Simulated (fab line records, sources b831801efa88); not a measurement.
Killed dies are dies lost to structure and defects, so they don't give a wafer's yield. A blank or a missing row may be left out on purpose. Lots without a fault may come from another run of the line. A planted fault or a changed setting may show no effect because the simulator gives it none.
A struck lot beside a sound one | flow sky130 | 16 steps out of a route of 708
Sound: wafers L545.1, L545.2, L545.5. Struck: wafers L555.3, L555.5, L555.6. The cause comes at the end.
At each step with rows: each side's tool, then ch and its chambers, then its first start. Under that, the readings that differ: sound wafers | struck wafers | difference of the means | sigmas: that difference in standard deviations of wafers without a fault.
alike: readings whose means differ by less than 2 such deviations, and words and numbers that are the same on both sides. not compared: withheld readings, readings that some wafer has no value for, bounds like >300 that may hide the same value, and numbers for which the record gives no deviation and whose values overlap.
The two part at a step that has a row with sigmas, a row that says differs or no value, or rows on one side only. Numbers that don't overlap but have no deviation are shown without sigmas and don't part them. A reading that every wafer of one side lacks parts them only if that side has two wafers or more.

SKY_NWELL_RS_MEAS_29: measures by four-point-probe.
  sound on film_metro-02, day 7 01:50; struck on film_metro-02, day 9 15:06
  alike: NWELL_RS
SKY_NWELL_RS_MEAS_31: measures by four-point-probe.
  sound on film_metro-02, day 7 02:05; struck on film_metro-02, day 9 15:20
  alike: PWDE_RS
then, 7 steps without rows for these wafers: SKY_VT_ADJUST_HVTP_DEHYDRATE_00 (time 60 s); SKY_VT_ADJUST_HVTP_HMDS_01 (prime time 60 s); SKY_VT_ADJUST_HVTP_COAT_02 (resist thk 1140 nm); SKY_VT_ADJUST_HVTP_SOFTBAKE_03 (time 60 s); SKY_VT_ADJUST_HVTP_EXPOSE_04 (exposes mask HVTPM, target cd 380 nm); SKY_VT_ADJUST_HVTP_PEB_05; SKY_VT_ADJUST_HVTP_DEVELOP_06 (develop time 60 s).
SKY_VT_ADJUST_HVTP_CD_MEAS_07: target cd 380 nm.
  sound on cd_sem-01, day 7 21:30; struck on cd_sem-01, day 10 13:00
  alike: cd_nm
SKY_VT_ADJUST_HVTP_OVL_MEAS_08:
  sound on overlay-02, day 7 21:37; struck on overlay-01, day 10 13:05
  reading                 | sound          | struck      | difference | sigmas
  VT_ADJUST_HVTP_OVL (nm) | -1.2 -1.6 -2.0 | 1.8 2.8 3.0 | +4.1       | +3
SKY_VT_ADJUST_HVTP_IMPLANT_09:
  sound on implanter-03 ch 0, day 7 21:40; struck on implanter-03 ch 0, day 10 13:10
  reading            | sound                         | struck                        | difference | sigmas
  dose_ions_cm2      | 4.296e+12 4.293e+12 4.306e+12 | 8.272e+12 8.269e+12 8.272e+12 | +3.973e+12 | +99 or more
  faraday_current_uA | 24.2 24.5 23.3                | 47.3 47.5 46.8                | +23.2      | +49
SKY_VT_ADJUST_HVTP_STRIP_10: strips in O2/N2.
  sound on plasma_asher-02 ch 0,1, day 7 21:49; struck on plasma_asher-02 ch 0,1, day 10 13:18
  alike: chamber_pressure_mTorr, drypump_motor_current_A, oes_product_au, strip_time_to_endpoint_s
  not compared: rf_hours_counter_h
SKY_VT_ADJUST_HVTP_TW_MEAS_11:
  sound on film_metro-02, day 7 21:55; struck on film_metro-03, day 10 13:23
  reading           | sound          | struck         | difference | sigmas
  VT_ADJUST_HVTP_TW | 1351 1353 1352 | 1670 1672 1666 | +317       | +54
then, 1 step without rows for these wafers: SKY_VT_ADJUST_LVTN_DEHYDRATE_00 (time 60 s).
-- the record jumps here: 39 days lie between the struck wafers' starts before and after (it left off in module VT_ADJUST_LVTN and takes up again in module PAD_OPEN, whose first step shown is number 708 of the route) --
SKY_PAD_OPEN_PROBE_99:
  sound on prober-02, day 47 16:20; struck on prober-02, day 49 14:11
  reading                                 | sound               | struck              | difference | sigmas
  killed_short                            | 36 29 38            | 45 54 44            | +13        | +2
  model.etest.tip_p.rs_ohm_sq             | 6998 7001 6948      | 8829 8877 8834      | +1864      |
  model.etest.pfet_01v8.r_on_ohm_um       | 2929 2921 2950      | 3576 3623 3497      | +632       |
  model.etest.pfet_01v8.drive_ua_um       | 190.1 191.3 189.3   | 130.1 129.1 134.1   | -59.1      |
  model.etest.pfet_01v8_mvt.drive_ua_um   | 147.5 148 147.9     | 94.52 94.85 97.5    | -52.18     |
  model.etest.pfet_01v8_hvt.drive_ua_um   | 141.6 142.4 140.1   | 99.6 99.92 103.1    | -40.5      |
  model.etest.sram_pfet_latch.drive_ua_um | 144.8 139.7 131     | 100.1 107.2 109.8   | -32.8      |
  model.etest.ring_1v8.delay_ps           | 21.4 21.17 21.49    | 26.98 27.53 26.68   | +5.71      |
  model.etest.pfet_01v8.off_log10_a_um    | -9.868 -9.59 -9.995 | -12.4 -12.64 -12.66 | -2.7       |
  alike: killed_at_M0_to_M3, killed_at_M4_up, killed_at_contacts, killed_at_front_end, killed_at_other, killed_dies, killed_open

WHERE THEY PART
First at SKY_VT_ADJUST_HVTP_OVL_MEAS_08; last, within this record, at SKY_PAD_OPEN_PROBE_99.

WHY: what the simulator had put in
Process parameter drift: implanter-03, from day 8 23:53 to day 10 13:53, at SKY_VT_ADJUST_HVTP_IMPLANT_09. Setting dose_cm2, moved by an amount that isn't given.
